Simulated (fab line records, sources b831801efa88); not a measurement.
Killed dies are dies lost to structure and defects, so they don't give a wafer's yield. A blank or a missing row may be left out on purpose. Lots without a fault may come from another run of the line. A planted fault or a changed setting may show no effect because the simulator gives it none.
Chamber matching | flow gf180mcu | GF_V2_CMP_04 on cmp-02: 4 sister chambers
The step polishes SiO2. 4 wafers are shown with their chamber, then 9 later ones without.

WAFERS WITH THEIR CHAMBER
wafer  | chamber | motor_current_A (A)
L590.4 | 0       | 11.1
L594.6 | 1       | 13.6
L598.2 | 3       | 11.6
L598.6 | 2       | 9.1

WAFERS WITHOUT THEIR CHAMBER
wafer  | motor_current_A (A)
L600.1 | 9.2
L600.3 | 12.8
L600.6 | 12.2
L603.1 | 9.8
L603.4 | 12.4
L603.6 | 10.0
L605.3 | 11.0
L605.5 | 9.5
L605.6 | 13.1

WHICH CHAMBER EACH WENT THROUGH
wafer  | from the rows above          | in truth
L600.1 | 2                            | 2
L600.3 | can't be placed: 1 or 3 or 0 | 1
L600.6 | can't be placed: 3 or 0 or 1 | 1
L603.1 | can't be placed: 2 or 0 or 3 | 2
L603.4 | can't be placed: 3 or 1 or 0 | 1
L603.6 | can't be placed: 2 or 0 or 3 | 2
L605.3 | can't be placed: 0 or 3      | 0
L605.5 | can't be placed: 2 or 0      | 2
L605.6 | can't be placed: 1 or 3      | 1
Placed correctly: 1 of 9. Can't be placed from these rows: 8 (the true chamber is among the candidates in 8). Placed wrongly: 0.
How it was worked out, from the rows above alone: a wafer's distance from a chamber is the root of the sum, over the readings, of the square of ((its reading less the chamber's mean) divided by the reading's scatter). The wafer belongs to the nearest chamber; if the next one is less than 2 further off, it can't be placed. A chamber's mean is the mean of its shown wafers. The scatter: with one shown wafer a chamber, the root of the mean of the squares of how far each hidden wafer lies from its nearest shown one.
